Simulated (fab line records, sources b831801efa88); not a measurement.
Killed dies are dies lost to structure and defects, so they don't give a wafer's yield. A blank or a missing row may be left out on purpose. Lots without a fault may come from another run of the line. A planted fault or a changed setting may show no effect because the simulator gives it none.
fab line records | flow sky130
record lots=12 wafers=36 last_day=50
route steps=708 shown POLY_GATE@230 CONTACT@409 METAL1@436
lots that met no fault: from a run of the same line without faults
start_h: hours from the record's first day to the start of the lot's first wafer shown | wait_h: hours since the lot's step before | " the same as in the row above | L1.1+2: a row that stands for several wafers | - no value, or no start given | * or withheld: withheld | < > ~ a bound
route shown NAME@n: a module of which the file shows steps, and the number in the route of the first | usual: mean/standard deviation of fault-free wafers | same: alike in all rows | chamber/n: place in a boat | sites: the reading at each site | _std_site: their standard deviation | _edge_site: outer sites' mean less inner sites' | radius_mm: how far each site lies from the wafer's centre | mask NAME#n: copy n | behind: the tool/chamber that last shaped the wafer | hold: why the lot was held/for how many hours/how that ended | device: the transistor (n, p or np) that didn't switch | end of line: the same wafers' tests at the end of the route | a step without rows: its recipe alone | killed: dies lost to structure and defects at the first sort, not the wafer's yield | map: a wafer's dies, x killed, . not, _ none there
set.NAME: the setting as run; set.NAME@STEP: as run at that earlier step | model.NAME: the simulator's own value behind a step, which no gauge read
steps of the route over a sample of lots; a table a step, a row a wafer
services: from which hour (start_h, from the record's first day; less than 0 if before it) a tool's chamber was out of use, for how many hours, and why
## steps
# step SKY_POLY_GATE_ETCH_16
# recipe stop_on=poly-Si chemistry=CH3F/O2 target=Si3N4 source_w=400 bias_w=80 pressure_mtorr=25 ch3f_flow_sccm=40 O2_flow_sccm=30 time_s=147.5 target_depth_a=750
# usual bias_w=80.00/0.23 drypump_motor_current_A=5.7/0.55 oes_product_au=0.638/0.0051 throttle_valve_pct=10.536/0.0092
# columns lot.wafer tool chamber start_h wait_h bias_w drypump_motor_current_A oes_product_au rf_hours_counter_h throttle_valve_pct
L297.1 rie_diel-03 1 366.15 0.0 79.93 6.3 0.637 103 10.547
L297.2 " 3 " " 79.87 6.3 0.637 4 10.536
L297.6 " 1 " " 80.07 6.4 0.640 - 10.550
L299.1 rie_diel-03 1 379.76 0.0 79.82 6.3 0.632 103 10.543
L299.5 " 3 " " 79.97 6.3 0.630 - 10.553
L299.6 " 1 " " 79.75 6.3 0.635 - 10.526
L300.2 rie_diel-04 3 394.23 0.0 79.93 5.1 0.639 8 10.535
L300.5 " 2 " " 79.93 5.2 0.635 - 10.540
L300.6 " 3 " " 80.10 5.1 0.642 - 10.529
L301.3 rie_diel-04 2 401.56 0.0 79.90 5.2 0.639 2 10.543
L301.4 " 0 " " 80.13 5.7 0.633 42 10.540
L301.6 " 0 " " 80.22 5.7 0.632 - 10.530
L302.2 rie_diel-01 3 413.98 0.0 80.29 5.2 0.634 85 10.527
L302.3 " 2 " " 79.94 5.2 0.631 13 10.543
L302.4 " 0 " " 80.13 5.2 0.635 14 10.548
L303.2 rie_diel-04 1 417.00 0.0 79.84 5.7 0.625 3 10.538
L303.5 " 1 " " 79.78 5.6 0.644 - 10.545
L303.6 " 0 " " 79.80 5.7 0.636 - 10.553
L312.1 rie_diel-01 2 509.20 0.0 80.19 5.2 0.642 16 10.527
L312.2 " 0 " " 116.83 5.2 0.648 16 10.529
L312.4 " 1 " " 79.98 6.6 0.638 29 10.547
L315.1 rie_diel-04 0 524.25 0.0 80.30 5.7 0.629 44 10.519
L315.3 " 1 " " 79.60 5.6 0.635 5 10.545
L315.4 " 3 " " 80.06 5.1 0.636 10 10.533
L316.4 rie_diel-03 1 551.36 0.0 79.99 6.3 0.647 2 10.529
L316.5 " 3 " " 79.83 6.3 0.635 - 10.549
L316.6 " 2 " " 80.31 6.4 0.629 - 10.540
L318.3 rie_diel-04 2 553.53 0.0 80.17 5.2 0.642 5 10.543
L318.4 " 3 " " 80.37 5.1 0.638 11 10.511
L318.5 " 3 " " 80.12 5.1 0.629 - 10.530
L319.4 rie_diel-01 2 562.45 0.0 79.86 5.2 0.634 - 10.546
L319.5 " 1 " " 79.97 6.6 0.632 - 10.543
L319.6 " 0 " " 79.94 5.2 0.636 - 10.541
L320.3 rie_diel-03 0 566.46 0.0 79.85 5.3 0.628 44 10.536
L320.4 " 2 " " 79.68 6.4 0.642 4 10.536
L320.5 " 3 " " 79.84 6.3 0.631 - 10.540
# step SKY_POLY_GATE_STRIP_18
# recipe chemistry=O2/N2 power_w=1400 pressure_mtorr=1500 platen_temp_c=withheld o2_flow_sccm=3000 n2_flow_sccm=300 overash_fraction=0.5
# usual drypump_motor_current_A=5.7/0.34 oes_product_au=0.361/0.0048 strip_time_to_endpoint_s=3.19/0.038
# columns lot.wafer tool chamber start_h wait_h drypump_motor_current_A oes_product_au rf_hours_counter_h strip_time_to_endpoint_s
L297.1 plasma_asher-03 1 366.30 0.0 6.0 0.364 68 3.18
L297.2 " 0 " " 5.6 0.368 68 3.20
L297.6 " 0 " " 5.5 0.360 - 3.18
L299.1 plasma_asher-01 0 379.92 0.0 5.8 0.375 54 3.24
L299.5 " 0 " " 5.8 0.363 - 3.23
L299.6 " 1 " " 5.1 0.368 - 3.22
L300.2 plasma_asher-03 0 394.38 0.0 5.6 0.371 71 3.24
L300.5 " 0 " " 5.5 0.357 - 3.22
L300.6 " 1 " " 6.0 0.359 - 3.26
L301.3 plasma_asher-03 1 401.75 0.1 6.1 0.360 - 3.20
L301.4 " 0 " " 5.6 0.357 - 3.19
L301.6 " 0 " " 5.5 0.363 - 3.18
L302.2 plasma_asher-02 1 414.13 0.0 6.1 0.366 28 3.10
L302.3 " 0 " " 5.5 0.354 - 3.11
L302.4 " 1 " " 6.1 0.349 - 3.14
L303.2 plasma_asher-03 0 417.15 0.0 5.6 0.366 73 3.19
L303.5 " 0 " " 5.6 0.358 - 3.17
L303.6 " 1 " " 6.0 0.360 - 3.20
L312.1 plasma_asher-02 0 509.35 0.0 5.5 0.364 38 3.19
L312.2 " 1 " " 6.2 0.356 38 2.97
L312.4 " 1 " " 6.1 0.355 - 3.19
L315.1 plasma_asher-01 1 524.40 0.0 5.2 0.358 68 3.23
L315.3 " 1 " " 5.2 0.353 - 3.16
L315.4 " 0 " " 5.8 0.363 - 3.20
L316.4 plasma_asher-02 0 551.58 0.1 5.5 0.370 - 3.22
L316.5 " 1 " " 6.2 0.359 - 3.20
L316.6 " 0 " " 5.5 0.358 - 3.19
L318.3 plasma_asher-02 0 553.72 0.1 5.5 0.352 - 3.21
L318.4 " 1 " " 6.2 0.356 - 3.23
L318.5 " 1 " " 6.1 0.365 - 3.24
L319.4 plasma_asher-01 0 562.59 0.0 5.8 0.356 - 3.16
L319.5 " 0 " " 5.8 0.360 - 3.18
L319.6 " 1 " " 5.1 0.349 - 3.13
L320.3 plasma_asher-03 1 566.65 0.1 6.0 0.362 - 3.24
L320.4 " 0 " " 5.6 0.368 - 3.23
L320.5 " 0 " " 5.6 0.365 - 3.21
# step SKY_CONTACT_THK_MEAS_03
# recipe reads=SiO2_of_CONTACT_HDPCVD_02
# usual CONTACT_HDPCVD_THK=567/5.9
# columns lot.wafer tool chamber start_h wait_h CONTACT_HDPCVD_THK[nm]
L297.1 film_metro-03 - 703.21 0.0 563
L297.2 " - " " 557
L297.6 " - " " 571
L299.1 film_metro-04 - 717.11 0.0 568
L299.5 " - " " 563
L299.6 " - " " 563
L300.2 film_metro-04 - 725.63 0.0 561
L300.5 " - " " 564
L300.6 " - " " 558
L301.3 film_metro-01 - 735.75 0.1 570
L301.4 " - " " 576
L301.6 " - " " 575
L302.2 film_metro-03 - 746.81 0.0 564
L302.3 " - " " 571
L302.4 " - " " 570
L303.2 film_metro-04 - 748.15 0.0 557
L303.5 " - " " 566
L303.6 " - " " 567
L312.1 film_metro-04 - 828.19 0.0 572
L312.2 " - " " 569
L312.4 " - " " 572
L315.1 film_metro-04 - 842.79 0.0 569
L315.3 " - " " 569
L315.4 " - " " 569
L316.4 film_metro-04 - 865.65 0.0 555
L316.5 " - " " 566
L316.6 " - " " 572
L318.3 film_metro-04 - 866.97 0.1 572
L318.4 " - " " 577
L318.5 " - " " 569
L319.4 film_metro-03 - 873.20 0.0 580
L319.5 " - " " 568
L319.6 " - " " 575
L320.3 film_metro-01 - 879.14 0.1 567
L320.4 " - " " 556
L320.5 " - " " 566
# step SKY_CONTACT_CVD_24
# recipe material=W target_thk_nm=340 time_s=102.12 temp_c=400 pressure_torr=40
# usual heater_power_outer_w=541/49 heater_power_w=884/46
# columns lot.wafer tool chamber start_h wait_h heater_power_outer_w heater_power_w
L297.1 cvd_w-01 0 732.89 0.0 494 853
L297.2 " 1 " " 503 859
L297.6 " 0 " " 485 845
L299.1 cvd_w-02 1 746.19 0.0 513 835
L299.5 " 0 " " 612 940
L299.6 " 1 " " 509 864
L300.2 cvd_w-02 0 753.94 0.0 618 937
L300.5 " 1 " " 500 835
L300.6 " 0 " " 615 939
L301.3 cvd_w-02 1 765.13 0.1 521 832
L301.4 " 0 " " 634 913
L301.6 " 1 " " 501 850
L302.2 cvd_w-02 1 775.72 0.0 508 848
L302.3 " 1 " " 497 847
L302.4 " 0 " " 601 938
L303.2 cvd_w-01 1 777.03 0.0 502 856
L303.5 " 1 " " 504 864
L303.6 " 0 " " 500 847
L312.1 cvd_w-02 1 855.72 0.0 517 848
L312.2 " 0 " " 614 935
L312.4 " 0 " " 610 944
L315.1 cvd_w-02 0 870.91 0.0 611 943
L315.3 " 0 " " 604 943
L315.4 " 1 " " 503 852
L316.4 cvd_w-02 0 892.82 0.1 616 947
L316.5 " 0 " " 622 952
L316.6 " 1 " " 516 852
L318.3 cvd_w-01 1 893.74 0.1 509 859
L318.4 " 0 " " 499 880
L318.5 " 1 " " 499 866
L319.4 cvd_w-01 0 900.09 0.1 487 867
L319.5 " 0 " " 498 878
L319.6 " 1 " " 517 872
L320.3 cvd_w-01 1 905.78 0.1 510 863
L320.4 " 0 " " 500 884
L320.5 " 1 " " 515 846
# step SKY_METAL1_SPUTTER_02
# recipe material=AlCu target_thk_nm=250 power_w=10600 time_s=13.3 chamber_pressure_pa=0.4
# usual throttle_valve_pct=30.4/1.2
# columns lot.wafer tool chamber start_h wait_h throttle_valve_pct
L297.1 pvd_sputter-02 - 733.52 0.0 29.8
L297.2 " - " " 30.9
L297.6 " - " " 33.0
L299.1 pvd_sputter-04 - 746.83 0.0 29.8
L299.5 " - " " 29.9
L299.6 " - " " 29.9
L300.2 pvd_sputter-01 - 754.58 0.0 30.6
L300.5 " - " " 30.5
L300.6 " - " " 29.3
L301.3 pvd_sputter-02 - 765.73 0.0 29.9
L301.4 " - " " 29.5
L301.6 " - " " 29.8
L302.2 pvd_sputter-01 - 776.35 0.0 30.4
L302.3 " - " " 29.4
L302.4 " - " " 30.0
L303.2 pvd_sputter-02 - 777.67 0.0 33.1
L303.5 " - " " 32.9
L303.6 " - " " 29.8
L312.1 pvd_sputter-04 - 856.36 0.0 30.0
L312.2 " - " " 30.2
L312.4 " - " " 31.9
L315.1 pvd_sputter-01 - 871.55 0.0 30.1
L315.3 " - " " 30.8
L315.4 " - " " 29.4
L316.4 pvd_sputter-02 - 893.59 0.0 31.3
L316.5 " - " " 31.1
L316.6 " - " " 32.9
L318.3 pvd_sputter-01 - 894.34 0.0 30.6
L318.4 " - " " 30.4
L318.5 " - " " 30.5
L319.4 pvd_sputter-01 - 900.93 0.0 30.4
L319.5 " - " " 29.5
L319.6 " - " " 30.2
L320.3 pvd_sputter-02 - 906.39 0.0 33.1
L320.4 " - " " 29.2
L320.5 " - " " 29.6
## services
# columns tool chamber start_h hours kind
plasma_asher-03 - 344.08 1.0 repair
plasma_asher-03 - 357.29 2.8 pm
rie_diel-04 2 370.57 6.7 repair
rie_diel-04 - 375.97 0.9 repair
cvd_w-01 - 390.00 14.0 pm
cvd_w-01 - 415.91 6.9 pm
plasma_asher-03 - 421.25 9.0 pm
pvd_sputter-01 - 484.07 4.4 repair
cvd_w-02 0 485.29 4.3 repair
cvd_w-02 - 561.48 2.8 pm
plasma_asher-03 - 572.16 2.1 repair
cvd_w-02 1 600.23 2.0 repair
plasma_asher-03 - 602.22 2.1 repair
rie_diel-04 1 607.26 7.8 repair
rie_diel-04 0 610.52 3.7 repair
pvd_sputter-02 - 622.05 0.5 repair
rie_diel-04 2 633.97 10.3 repair
cvd_w-01 - 679.05 6.0 pm
rie_diel-04 - 721.43 4.3 pm
rie_diel-04 3 738.19 5.8 repair
rie_diel-04 0 740.58 3.4 repair
cvd_w-01 - 746.86 1.0 repair
cvd_w-02 - 878.77 0.7 repair
cvd_w-02 - 904.00 14.0 pm
## key
first_sign step=SKY_POLY_GATE_ETCH_16 reading=bias_w direction=up sigmas=99+ usual=80.00 struck=116.83
effect step=SKY_POLY_GATE_STRIP_18 reading=strip_time_to_endpoint_s direction=down sigmas=5.7 usual=* struck=*
met_at SKY_POLY_GATE_ETCH_16
struck_lots L312
struck_wafers L312.2
tester_left_out L312
not_acting_at SKY_CONTACT_THK_MEAS_03,SKY_CONTACT_CVD_24,SKY_METAL1_SPUTTER_02
onset_between 413.98 509.20
fault kind=process_parameter_drift tool=rie_diel-01 chamber=0 onset_h=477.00 steps=SKY_POLY_GATE_ETCH_16 channel=bias_w offset=36.901 shape=step end_h=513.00 acts_in=these_recipes_only stated=80
# tester_left_out: of these lots the tester's yield and bins aren't shown, on N5 and GAA mostly nor the transistor test; their killed dies are dies lost to structure and defects alone, not to doping, threshold or leakage, so they don't give the yield
